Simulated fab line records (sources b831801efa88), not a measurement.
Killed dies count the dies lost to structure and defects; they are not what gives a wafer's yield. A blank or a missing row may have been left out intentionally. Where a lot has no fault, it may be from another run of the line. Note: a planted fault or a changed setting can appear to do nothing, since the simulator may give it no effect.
Which of the tools did it? | flow gf180mcu | Sampling: 6 lots, 18 wafers, 3 of 602 route steps

## WHAT THE GAUGES SHOWED, per wafer
GF_V2_CD_MEAS_14: the cd target is 260 nm.
lot  | measured     | on        | cd nm (nm)
L639 | day 21 06:37 | cd sem-01 | 267.9 267.4 268.3 268.0 267.2 267.8
L646 | day 23 21:38 | cd sem-02 | 261.3 259.3 260.5
L651 | day 25 16:42 | cd sem-02 | 260.6 260.0 260.9
L653 | day 26 03:07 | cd sem-01 | 260.1 259.9 259.9
L656 | day 27 03:11 | cd sem-01 | 259.0 259.6 259.5
L658 | day 27 12:08 | cd sem-02 | 259.3 260.3 259.3

## WHICH TOOL RAN EACH LOT (tool, then ch and the chambers of the sampled wafers, then the start)
lot  | GF_M2_STRIP_17                       | GF_V2_PEB_12
L639 | plasma asher-02 ch 0,1, day 20 05:16 | litho track-01 ch 0, day 21 06:16
L646 | plasma asher-02 ch 0,1, day 22 23:52 | litho track-03 ch 0, day 23 21:17
L651 | plasma asher-02 ch 0,1, day 24 17:43 | litho track-03 ch 0, day 25 16:22
L653 | plasma asher-04 ch 0,1, day 25 05:29 | litho track-02 ch 0, day 26 02:48
L656 | plasma asher-04 ch 0,1, day 26 05:33 | litho track-02 ch 0, day 27 02:50
L658 | plasma asher-03 ch 0,1, day 26 14:28 | litho track-01 ch 0, day 27 11:48
- GF_M2_STRIP_17: strips in O2/N2.
- GF_V2_PEB_12: peb time 90 s.

## THE ANSWER, worked out from the rows above alone
Rule: the lots themselves supply what counts as usual. Put in order of their means at a reading, lots are off if they are a third of the lots or fewer, leave a main group of 4 or more, and stand apart from it by a gap of 3 or more times the standard deviation of the main group's means; of several such gaps the widest counts. The tables above print the reading to a certain number of digits; a main group whose means all agree to those digits is not used. A lot without any number at a reading at which 4 lots or more have one is off too. Where the step has rows for the other lots, those lots are counted as sound.
Off: L639, at GF_V2_CD_MEAS_14 (cd nm). For the main group the mean is 260.0 nm and the standard deviation 0.43.
If a tool, at a process step before that reading, ran all the lots that are off and no sound lot after the first of them, it fits. The gauges at GF_V2_CD_MEAS_14 are tried like those tools. No candidate that was tried fits.

## WHAT HAD BEEN PUT IN BY THE SIMULATOR
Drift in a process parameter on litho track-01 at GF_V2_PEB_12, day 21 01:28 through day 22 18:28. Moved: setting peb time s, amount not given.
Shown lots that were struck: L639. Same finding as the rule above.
